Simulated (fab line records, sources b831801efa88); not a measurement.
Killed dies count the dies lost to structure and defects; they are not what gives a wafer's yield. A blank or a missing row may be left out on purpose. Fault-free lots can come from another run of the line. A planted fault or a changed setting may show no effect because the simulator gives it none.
fab line records	flow sky130	part 1 of 2: steps 1 to 31 of 40
[record] lots = 5	wafers = 15	last_day = 49
route steps=708 shown METAL3@536 CAPM@537 VIA3@573
lots with no fault: from the same line, run without faults
start_h: hours from the record's opening day to when the first of the lot's shown wafers began	wait_h: hours since the lot's step before	" same as the row above	L1.1+2: one row covering several wafers at once	- either no value or no given start	* or withheld: withheld	< > ~ a bound
route shown NAME@n: NAME is a module with steps in the file, n the number in the route of the first one	usual: mean and standard deviation over wafers with no fault	same: alike in all rows	chamber/n: place in a boat	sites: the reading at each site	_std_site: standard deviation across them	_edge_site: outer sites' mean less inner sites'	radius_mm: how far each site lies from the wafer's centre	mask NAME#n: copy n	behind: the most recent tool/chamber to have shaped the wafer	hold: reason for holding the lot/hours on hold/outcome of the hold	device: whichever transistor did not switch (one of n, p or np)	end of line: the tests these same wafers got at the end of their route	where a step has no rows: the recipe by itself	killed: not the wafer's yield, but the dies lost to structure and defects at the first sort	map: the dies of a wafer, with x for killed, . for not killed, _ for no die there
set.NAME: the setting that was run; set.NAME@STEP: the one run at that earlier step	model.NAME: the simulator's own value behind a step, which no gauge read
a table for each step, a row for each wafer; lots at some steps of the route
services: the hour from which a tool's chamber was out of use, counted from the record's first day as start_h (under 0 if before that day), plus the number of hours and why
[[steps]]
[step SKY_METAL3_SPUTTER_04]
[recipe] material = TiN	target_thk_nm = 70	power_w = 6500	time_s = 58.3	chamber_pressure_pa = 0.4
[usual] throttle_valve_pct = 30.6/1
[same] time_s = 58.3
lot.wafer	tool	chamber	start_h	wait_h	throttle_valve_pct
L078.3	pvd_sputter-04	-	882.13	0.0	31.1
L078.5	"	-	"	"	30.2
L078.6	"	-	"	"	29.0
L082.3	pvd_sputter-02	-	914.92	0.0	31.5
L082.5	"	-	"	"	30.1
L082.6	"	-	"	"	29.7
L084.1	pvd_sputter-02	-	927.36	0.0	30.1
L084.2	"	-	"	"	32.1
L084.3	"	-	"	"	31.4
L086.1	pvd_sputter-04	-	937.65	0.0	31.0
L086.3	"	-	"	"	30.2
L086.6	"	-	"	"	29.3
L091.2	pvd_sputter-03	-	976.87	0.0	30.9
L091.4	"	-	"	"	29.8
L091.5	"	-	"	"	29.8
[step SKY_CAPM_CVD_00]
[recipe] material = SiO2	target_thk_nm = 15.5	temp_c = 400	time_s = withheld	rf_w = 450
[usual] heater_power_w = 754/82
lot.wafer	tool	chamber	start_h	wait_h	heater_power_w
L078.3	pecvd-02	1	882.18	0.0	653
L078.5	"	0	"	"	819
L078.6	"	1	"	"	660
L082.3	pecvd-02	1	914.97	0.0	584
L082.5	"	0	"	"	836
L082.6	"	1	"	"	595
L084.1	pecvd-04	2	927.41	0.0	664
L084.2	"	1	"	"	755
L084.3	"	0	"	"	897
L086.1	pecvd-04	0	937.69	0.0	880
L086.3	"	2	"	"	622
L086.6	"	1	"	"	836
L091.2	pecvd-04	0	976.92	0.0	801
L091.4	"	0	"	"	817
L091.5	"	1	"	"	751
[step SKY_CAPM_THK_MEAS_01]
[recipe] reads = SiO2_of_CAPM_CVD_00
[usual] CAPM_CVD_00_THK = 15.52/0.22
lot.wafer	tool	chamber	start_h	wait_h	CAPM_CVD_00_THK[nm]
L078.3	film_metro-01	-	882.22	-	15.43
L078.5	"	-	"	"	15.78
L078.6	"	-	"	"	15.66
L082.3	film_metro-03	-	915.01	-	15.31
L082.5	"	-	"	"	15.77
L082.6	"	-	"	"	15.40
L084.1	film_metro-02	-	927.43	-	15.50
L084.2	"	-	"	"	15.57
L084.3	"	-	"	"	15.52
L086.1	film_metro-03	-	937.72	-	15.79
L086.3	"	-	"	"	15.59
L086.6	"	-	"	"	15.88
L091.2	film_metro-03	-	976.95	-	15.52
L091.4	"	-	"	"	15.59
L091.5	"	-	"	"	15.71
[step SKY_CAPM_SPUTTER_02]
[recipe] material = TiN	target_thk_nm = 200	temp_c = 300	power_w = 6500	time_s = 166.7	chamber_pressure_pa = 0.4
[usual] throttle_valve_pct = 30.6/0.95
[same] time_s = 166.7
lot.wafer	tool	chamber	start_h	wait_h	throttle_valve_pct
L078.3	pvd_sputter-01	-	882.26	0.0	30.1
L078.5	"	-	"	"	29.5
L078.6	"	-	"	"	32.2
L082.3	pvd_sputter-04	-	915.05	0.0	29.2
L082.5	"	-	"	"	30.1
L082.6	"	-	"	"	29.2
L084.1	pvd_sputter-02	-	927.49	0.1	30.2
L084.2	"	-	"	"	31.4
L084.3	"	-	"	"	32.3
L086.1	pvd_sputter-02	-	937.78	0.1	30.3
L086.3	"	-	"	"	31.2
L086.6	"	-	"	"	31.5
L091.2	pvd_sputter-02	-	977.00	0.0	29.8
L091.4	"	-	"	"	31.4
L091.5	"	-	"	"	31.4
[step SKY_CAPM_RS_MEAS_03]
[recipe] thk_meas_gauge = four-point-probe	reads = TiN_of_CAPM_SPUTTER_02
[usual] CAPM_TIN_RS = 6.90/0.078
lot.wafer	tool	chamber	start_h	wait_h	CAPM_TIN_RS[ohm/sq]
L078.3	film_metro-03	-	882.41	0.1	6.90
L078.5	"	-	"	"	6.99
L078.6	"	-	"	"	6.94
L082.3	film_metro-02	-	915.20	0.1	7.04
L082.5	"	-	"	"	6.97
L082.6	"	-	"	"	7.00
L084.1	film_metro-02	-	927.60	0.1	6.95
L084.2	"	-	"	"	6.88
L084.3	"	-	"	"	6.98
L086.1	film_metro-01	-	937.89	0.1	6.93
L086.3	"	-	"	"	6.85
L086.6	"	-	"	"	6.89
L091.2	film_metro-01	-	977.13	0.1	6.99
L091.4	"	-	"	"	6.90
L091.5	"	-	"	"	6.92
[step SKY_CAPM_THK_MEAS_04]
[recipe] thk_meas_gauge = xrf	reads = TiN_of_CAPM_SPUTTER_02
[usual] CAPM_TIN_THK = 201.6/2.8
lot.wafer	tool	chamber	start_h	wait_h	CAPM_TIN_THK[nm]
L078.3	film_metro-03	-	882.51	0.1	203.4
L078.5	"	-	"	"	202.0
L078.6	"	-	"	"	202.6
L082.3	film_metro-02	-	915.30	0.1	196.9
L082.5	"	-	"	"	198.0
L082.6	"	-	"	"	197.1
L084.1	film_metro-02	-	927.72	0.1	198.5
L084.2	"	-	"	"	199.9
L084.3	"	-	"	"	197.9
L086.1	film_metro-01	-	938.01	0.1	200.7
L086.3	"	-	"	"	203.5
L086.6	"	-	"	"	203.3
L091.2	film_metro-01	-	977.24	0.1	200.6
L091.4	"	-	"	"	202.6
L091.5	"	-	"	"	202.8
[step SKY_CAPM_DEHYDRATE_05]
[recipe] temp_c = 200	time_s = 60
[usual] plate_temp_C = 200.02/0.15
[same] time_s = 60
lot.wafer	tool	chamber	start_h	wait_h	plate_temp_C
L078.3	litho_track-02	0	894.86	12.3	199.88
L078.5	"	0	"	"	199.99
L078.6	"	0	"	"	200.08
L082.3	litho_track-03	0	926.60	11.3	199.86
L082.5	"	0	"	"	199.92
L082.6	"	0	"	"	199.77
L084.1	litho_track-01	0	940.13	12.4	199.82
L084.2	"	0	"	"	200.08
L084.3	"	0	"	"	200.07
L086.1	litho_track-01	0	949.38	11.4	200.17
L086.3	"	0	"	"	199.77
L086.6	"	0	"	"	199.91
L091.2	litho_track-03	0	988.12	10.9	200.05
L091.4	"	0	"	"	200.15
L091.5	"	0	"	"	200.07
[step SKY_CAPM_HMDS_06]
[recipe] prime_time_s = 60	prime_temp_c = 120
lot.wafer	tool	chamber	start_h	wait_h
L078.3+5+6	litho_track-02	0	895.01	0.1
L082.3+5+6	litho_track-03	0	926.75	0.1
L084.1+2+3	litho_track-01	0	940.28	0.1
L086.1+3+6	litho_track-01	0	949.53	0.1
L091.2+4+5	litho_track-03	0	988.27	0.1
[step SKY_CAPM_COAT_07]
[recipe] resist = NOVOLAK	spin_rpm = 2965	resist_thk_nm = 1140
lot.wafer	tool	chamber	start_h	wait_h
L078.3+5+6	litho_track-02	0	895.16	0.1
L082.3+5+6	litho_track-03	0	926.90	0.1
L084.1+2+3	litho_track-01	0	940.43	0.1
L086.1+3+6	litho_track-01	0	949.68	0.1
L091.2+4+5	litho_track-03	0	988.42	0.1
[step SKY_CAPM_SOFTBAKE_08]
[recipe] temp_c = 90	time_s = 60	resist = NOVOLAK
[usual] plate_temp_C = 89.99/0.13
[same] time_s = 60
lot.wafer	tool	chamber	start_h	wait_h	plate_temp_C
L078.3	litho_track-02	0	895.31	0.1	89.99
L078.5	"	0	"	"	89.87
L078.6	"	0	"	"	89.99
L082.3	litho_track-03	0	927.05	0.1	90.25
L082.5	"	0	"	"	90.00
L082.6	"	0	"	"	90.14
L084.1	litho_track-01	0	940.58	0.1	90.01
L084.2	"	0	"	"	90.03
L084.3	"	0	"	"	90.02
L086.1	litho_track-01	0	949.83	0.1	89.93
L086.3	"	0	"	"	89.81
L086.6	"	0	"	"	89.93
L091.2	litho_track-03	0	988.57	0.1	89.74
L091.4	"	0	"	"	90.05
L091.5	"	0	"	"	90.01
[step SKY_CAPM_EXPOSE_09]
[recipe] mask_id = CAPM	na = 0.6	source_shape = conventional	sigma_outer = 0.6	polarization = unpolarized	target_cd_nm = 1000	dose_mj = 159
lot.wafer	tool	chamber	start_h	wait_h	mask
L078.3+5+6	iline_stepper-01	0	-	-	CAPM#0
L082.3+5+6	iline_stepper-02	0	-	-	CAPM#0
L084.1+2+3	iline_stepper-01	0	-	-	CAPM#0
L086.1+3+6	iline_stepper-02	0	-	-	CAPM#0
L091.2+4+5	iline_stepper-02	0	-	-	CAPM#0
[step SKY_CAPM_PEB_10]
[recipe] temp_c = withheld	time_s = *	resist = NOVOLAK
[same] time_s = *
lot.wafer	tool	chamber	start_h	wait_h
L078.3+5+6	litho_track-03	0	-	-
L082.3+5+6	litho_track-03	0	-	-
L084.1+2+3	litho_track-03	0	-	-
L086.1+3+6	litho_track-02	0	-	-
L091.2+4+5	litho_track-03	0	-	-
[step SKY_CAPM_DEVELOP_11]
[recipe] resist = NOVOLAK	developer = TMAH	develop_time_s = 60	dev_temp_c = 23
lot.wafer	tool	chamber	start_h	wait_h
L078.3+5+6	litho_track-03	0	907.65	0.1
L082.3+5+6	litho_track-03	0	939.45	0.1
L084.1+2+3	litho_track-03	0	952.45	0.1
L086.1+3+6	litho_track-02	0	961.96	0.1
L091.2+4+5	litho_track-03	0	999.47	0.1
[step SKY_CAPM_OVL_MEAS_12]
[usual] CAPM_OVL = -1.7/1.6
lot.wafer	tool	chamber	start_h	wait_h	CAPM_OVL[nm]
L078.3	overlay-02	-	907.76	0.1	0.2
L078.5	"	-	"	"	-1.0
L078.6	"	-	"	"	-2.3
L082.3	overlay-01	-	939.56	0.1	-2.4
L082.5	"	-	"	"	-2.0
L082.6	"	-	"	"	-1.7
L084.1	overlay-01	-	952.60	0.1	0.1
L084.2	"	-	"	"	-0.1
L084.3	"	-	"	"	-0.7
L086.1	overlay-01	-	962.14	0.1	-1.5
L086.3	"	-	"	"	-1.5
L086.6	"	-	"	"	-0.6
L091.2	overlay-01	-	999.60	0.1	1.0
L091.4	"	-	"	"	1.0
L091.5	"	-	"	"	-1.1
[step SKY_CAPM_METAL_ETCH_13]
[recipe] target_depth_nm = 220	stop_on = SiO2	chemistry = Cl2/BCl3	target = TiN	pressure_mtorr = 10	icp_w = 900	bias_w = 48.5	Cl2_flow_sccm = 60	bcl3_flow_sccm = 30	time_s = 62.9
[usual] drypump_motor_current_A = 5.7/0.57	oes_product_au = 0.942/0.008	throttle_valve_pct = 21.901/0.01
[same] time_s = 62.9
lot.wafer	tool	chamber	start_h	wait_h	drypump_motor_current_A	oes_product_au	rf_hours_counter_h	throttle_valve_pct
L078.3	rie_metal-03	0	907.83	0.1	6.1	0.938	-	21.898
L078.5	"	0	"	"	6.1	0.942	-	21.905
L078.6	"	0	"	"	6.1	0.935	-	21.911
L082.3	rie_metal-02	1	939.63	0.1	5.3	0.935	-	21.910
L082.5	"	1	"	"	5.3	0.940	-	21.910
L082.6	"	1	"	"	5.3	0.929	-	21.896
L084.1	rie_metal-03	1	952.63	0.0	5.4	0.936	2	21.898
L084.2	"	0	"	"	6.1	0.950	5	21.898
L084.3	"	0	"	"	6.1	0.946	-	21.902
L086.1	rie_metal-03	0	962.17	0.0	6.1	0.943	5	21.895
L086.3	"	0	"	"	6.1	0.943	-	21.913
L086.6	"	1	"	"	5.4	0.937	-	21.901
L091.2	rie_metal-04	1	999.63	0.0	5.1	0.933	14	21.909
L091.4	"	0	"	"	5.4	0.946	-	21.904
L091.5	"	1	"	"	5.1	0.938	-	21.898
[step SKY_CAPM_STRIP_14]
[recipe] chemistry = O2/N2	power_w = 1400	pressure_mtorr = 1500	platen_temp_c = withheld	o2_flow_sccm = 3000	n2_flow_sccm = 300	overash_fraction = 0.5
[usual] drypump_motor_current_A = 6.1/0.4	oes_product_au = 0.710/0.0047	strip_time_to_endpoint_s = 12.72/0.041
lot.wafer	tool	chamber	start_h	wait_h	drypump_motor_current_A	oes_product_au	rf_hours_counter_h	strip_time_to_endpoint_s
L078.3	plasma_asher-01	0	907.97	0.1	5.5	0.711	-	12.70
L078.5	"	1	"	"	6.2	0.703	-	12.70
L078.6	"	0	"	"	5.4	0.701	-	12.72
L082.3	plasma_asher-02	1	939.77	0.1	6.1	0.712	-	12.65
L082.5	"	1	"	"	6.2	0.715	-	12.69
L082.6	"	0	"	"	6.3	0.708	-	12.66
L084.1	plasma_asher-01	1	952.71	0.1	6.3	0.707	21	12.72
L084.2	"	0	"	"	5.4	0.706	21	12.72
L084.3	"	1	"	"	6.3	0.716	-	12.70
L086.1	plasma_asher-02	1	962.25	0.1	6.2	0.702	114	12.71
L086.3	"	0	"	"	6.3	0.713	-	12.70
L086.6	"	1	"	"	6.2	0.704	-	12.72
L091.2	plasma_asher-02	0	999.74	0.1	6.3	0.703	118	12.76
L091.4	"	0	"	"	6.3	0.704	-	12.80
L091.5	"	0	"	"	6.3	0.707	-	12.76
[step SKY_CAPM_STRIP_15]
[recipe] chemistry = post_etch_residue_remover	time_s = 1200	temp_c = 72.5
[same] time_s = 1200
lot.wafer	tool	chamber	start_h	wait_h
L078.3+5+6	wet_bench-02	2	908.04	0.0
L082.3+5+6	wet_bench-02	2	939.84	0.0
L084.1+2+3	wet_bench-04	3	952.81	0.1
L086.1+3+6	wet_bench-04	1	962.35	0.1
L091.2+4+5	wet_bench-04	2	999.84	0.1
[step SKY_CAPM_CLEAN_16]
[recipe] chemistry = IPA	time_s = 180	temp_c = 25
[same] time_s = 180
lot.wafer	tool	chamber	start_h	wait_h
L078.3+5+6	wet_bench-03	0	908.38	0.0
L082.3+5+6	wet_bench-04	1	940.18	0.0
L084.1+2+3	wet_bench-02	0	953.49	0.0
L086.1+3+6	wet_bench-02	3	962.69	0.0
L091.2+4+5	wet_bench-04	2	1000.18	0.0
[step SKY_CAPM_CLEAN_17]
[recipe] chemistry = O3/DIW	dry = n2_spin
lot.wafer	tool	chamber	start_h	wait_h
L078.3+5+6	wet_bench-04	0	908.44	0.0
L082.3+5+6	wet_bench-03	1	940.30	0.0
L084.1+2+3	wet_bench-04	2	953.55	0.0
L086.1+3+6	wet_bench-03	3	962.75	0.0
L091.2+4+5	wet_bench-04	3	1000.24	0.0
[step SKY_METAL3_DEHYDRATE_05]
[recipe] temp_c = 200	time_s = 60
[usual] plate_temp_C = 200.05/0.14
[same] time_s = 60
lot.wafer	tool	chamber	start_h	wait_h	plate_temp_C
L078.3	litho_track-04	0	920.45	11.9	200.15
L078.5	"	0	"	"	200.24
L078.6	"	0	"	"	199.92
L082.3	litho_track-03	0	951.55	11.2	200.02
L082.5	"	0	"	"	199.80
L082.6	"	0	"	"	200.00
L084.1	litho_track-01	0	965.88	12.2	200.05
L084.2	"	0	"	"	200.24
L084.3	"	0	"	"	200.06
L086.1	litho_track-01	0	974.33	11.4	200.29
L086.3	"	0	"	"	200.14
L086.6	"	0	"	"	200.08
L091.2	litho_track-04	0	1010.93	10.6	200.09
L091.4	"	0	"	"	200.16
L091.5	"	0	"	"	200.32
[step SKY_METAL3_HMDS_06]
[recipe] prime_time_s = 60	prime_temp_c = 120
lot.wafer	tool	chamber	start_h	wait_h
L078.3+5+6	litho_track-04	0	920.60	0.1
L082.3+5+6	litho_track-03	0	951.70	0.1
L084.1+2+3	litho_track-01	0	966.03	0.1
L086.1+3+6	litho_track-01	0	974.48	0.1
L091.2+4+5	litho_track-04	0	1011.08	0.1
[step SKY_METAL3_COAT_07]
[recipe] resist = BARC	temp_c = withheld	time_s = withheld	spin_rpm = 3000	resist_thk_nm = 60
lot.wafer	tool	chamber	start_h	wait_h
L078.3+5+6	litho_track-04	0	920.75	0.1
L082.3+5+6	litho_track-03	0	951.85	0.1
L084.1+2+3	litho_track-01	0	966.18	0.1
L086.1+3+6	litho_track-01	0	974.63	0.1
L091.2+4+5	litho_track-04	0	1011.23	0.1
[step SKY_METAL3_COAT_08]
[recipe] resist = KrF-thick	spin_rpm = 3000	resist_thk_nm = 1140
lot.wafer	tool	chamber	start_h	wait_h
L078.3+5+6	litho_track-04	0	-	-
L082.3+5+6	litho_track-03	0	-	-
L084.1+2+3	litho_track-01	0	-	-
L086.1+3+6	litho_track-01	0	-	-
L091.2+4+5	litho_track-04	0	-	-
[step SKY_METAL3_SOFTBAKE_09]
[recipe] temp_c = 100.4	time_s = 90	resist = KrF-thick
[usual] plate_temp_C = 100.42/0.12
[same] time_s = 90
lot.wafer	tool	chamber	start_h	wait_h	plate_temp_C
L078.3	litho_track-04	0	-	-	100.31
L078.5	"	0	"	"	100.41
L078.6	"	0	"	"	100.60
L082.3	litho_track-03	0	-	-	100.38
L082.5	"	0	"	"	100.57
L082.6	"	0	"	"	100.35
L084.1	litho_track-01	0	-	-	100.41
L084.2	"	0	"	"	100.43
L084.3	"	0	"	"	100.38
L086.1	litho_track-01	0	-	-	100.42
L086.3	"	0	"	"	100.30
L086.6	"	0	"	"	100.44
L091.2	litho_track-04	0	-	-	100.27
L091.4	"	0	"	"	100.33
L091.5	"	0	"	"	100.54
[step SKY_METAL3_EXPOSE_10]
[recipe] mask_id = MM3	na = 0.68	source_shape = annular	sigma_inner = 0.4	sigma_outer = 0.8	target_cd_nm = 300	dose_mj = 28
lot.wafer	tool	chamber	start_h	wait_h	mask
L078.3+5+6	krf_scanner-01	0	-	-	MM3#0
L082.3+5+6	krf_scanner-02	0	-	-	MM3#0
L084.1+2+3	krf_scanner-01	0	-	-	MM3#0
L086.1+3+6	krf_scanner-02	0	-	-	MM3#0
L091.2+4+5	krf_scanner-02	0	-	-	MM3#0
[step SKY_METAL3_PEB_11]
[recipe] peb_temp_c = withheld	peb_time_s = withheld	resist = KrF-thick
lot.wafer	tool	chamber	start_h	wait_h
L078.3+5+6	litho_track-01	0	-	-
L082.3+5+6	litho_track-03	0	-	-
L084.1+2+3	litho_track-01	0	-	-
L086.1+3+6	litho_track-03	0	-	-
L091.2+4+5	litho_track-03	0	-	-
[step SKY_METAL3_DEVELOP_12]
[recipe] develop_time_s = 60	resist = KrF-thick	dev_temp_c = 21
lot.wafer	tool	chamber	start_h	wait_h
L078.3+5+6	litho_track-01	0	-	-
L082.3+5+6	litho_track-03	0	-	-
L084.1+2+3	litho_track-01	0	-	-
L086.1+3+6	litho_track-03	0	-	-
L091.2+4+5	litho_track-03	0	-	-
[step SKY_METAL3_CD_MEAS_13]
[recipe] target_cd_nm = 300
[usual] cd_nm = 300.1/1.5
lot.wafer	tool	chamber	start_h	wait_h	cd_nm
L078.3	cd_sem-02	-	933.52	-	298.9
L078.5	"	-	"	"	301.0
L078.6	"	-	"	"	301.2
L082.3	cd_sem-01	-	964.59	-	299.9
L082.5	"	-	"	"	299.5
L082.6	"	-	"	"	298.6
L084.1	cd_sem-02	-	978.28	-	296.9
L084.2	"	-	"	"	299.8
L084.3	"	-	"	"	297.0
L086.1	cd_sem-02	-	986.60	-	299.3
L086.3	"	-	"	"	299.4
L086.6	"	-	"	"	300.1
L091.2	cd_sem-02	-	1022.62	-	301.3
L091.4	"	-	"	"	301.4
L091.5	"	-	"	"	301.2
[step SKY_METAL3_OVL_MEAS_14]
[usual] METAL3_OVL = 3/5.8
lot.wafer	tool	chamber	start_h	wait_h	METAL3_OVL[nm]
L078.3	overlay-02	-	933.61	0.1	11
L078.5	"	-	"	"	17
L078.6	"	-	"	"	10
L082.3	overlay-01	-	964.68	0.1	5
L082.5	"	-	"	"	8
L082.6	"	-	"	"	11
L084.1	overlay-01	-	978.40	0.1	6
L084.2	"	-	"	"	11
L084.3	"	-	"	"	2
L086.1	overlay-02	-	986.72	0.1	4
L086.3	"	-	"	"	7
L086.6	"	-	"	"	-2
L091.2	overlay-01	-	1022.72	0.1	-4
L091.4	"	-	"	"	-12
L091.5	"	-	"	"	-4
[step SKY_METAL3_DESCUM_15]
[recipe] chemistry = O2	source_power_w = 150	bias_power_w = 0	pressure_mtorr = 10	temp_c = 40	time_s = 8
[usual] drypump_motor_current_A = 5.6/0.44	oes_product_au = 1.006/0.0092
[same] bias_power_w = 0	time_s = 8
lot.wafer	tool	chamber	start_h	wait_h	drypump_motor_current_A	oes_product_au	rf_hours_counter_h
L078.3	rie_metal-04	1	933.66	0.0	5.1	1.002	-
L078.5	"	1	"	"	5.1	0.989	-
L078.6	"	1	"	"	5.1	1.000	-
L082.3	rie_metal-03	1	964.71	0.0	5.4	1.015	-
L082.5	"	1	"	"	5.4	1.013	-
L082.6	"	0	"	"	6.1	1.016	-
L084.1	rie_metal-03	0	978.44	0.0	6.1	1.003	6
L084.2	"	1	"	"	5.4	1.010	3
L084.3	"	1	"	"	5.4	1.006	-
L086.1	rie_metal-01	1	986.75	0.0	6.2	1.003	16
L086.3	"	0	"	"	5.2	1.022	-
L086.6	"	1	"	"	6.2	1.008	-
L091.2	rie_metal-04	1	1022.75	0.0	5.1	1.011	15
L091.4	"	1	"	"	5.1	1.007	-
L091.5	"	0	"	"	5.4	0.998	-
[step SKY_METAL3_ETCH_16]
[recipe] chemistry = N2/H2	target = BARC	ion_energy_ev = 200	bias_w = 100	pressure_mtorr = 30	n2_flow_sccm = 100	h2_flow_sccm = 200	icp_w = 500	stop_on = SiO2	time_s = 88.2	target_depth_a = 600
[usual] drypump_motor_current_A = 5.6/0.44	oes_product_au = 0.627/0.0046	throttle_valve_pct = 13.205/0.0096
[same] time_s = 88.2
lot.wafer	tool	chamber	start_h	wait_h	drypump_motor_current_A	oes_product_au	rf_hours_counter_h	throttle_valve_pct
L078.3	rie_metal-04	1	933.77	0.1	5.1	0.627	-	13.200
L078.5	"	1	"	"	5.1	0.622	-	13.221
L078.6	"	1	"	"	5.1	0.628	-	13.200
L082.3	rie_metal-03	1	964.77	0.0	5.4	0.627	-	13.207
L082.5	"	1	"	"	5.4	0.633	-	13.192
L082.6	"	0	"	"	6.1	0.626	-	13.207
L084.1	rie_metal-03	0	978.48	0.0	6.1	0.630	6	13.211
L084.2	"	1	"	"	5.4	0.621	3	13.225
L084.3	"	1	"	"	5.5	0.626	-	13.204
L086.1	rie_metal-01	1	986.78	0.0	6.2	0.624	16	13.209
L086.3	"	0	"	"	5.2	0.623	-	13.201
L086.6	"	1	"	"	6.2	0.629	-	13.215
L091.2	rie_metal-04	1	1022.79	0.0	5.1	0.631	15	13.219
L091.4	"	1	"	"	5.1	0.626	-	13.218
L091.5	"	0	"	"	5.4	0.627	-	13.226
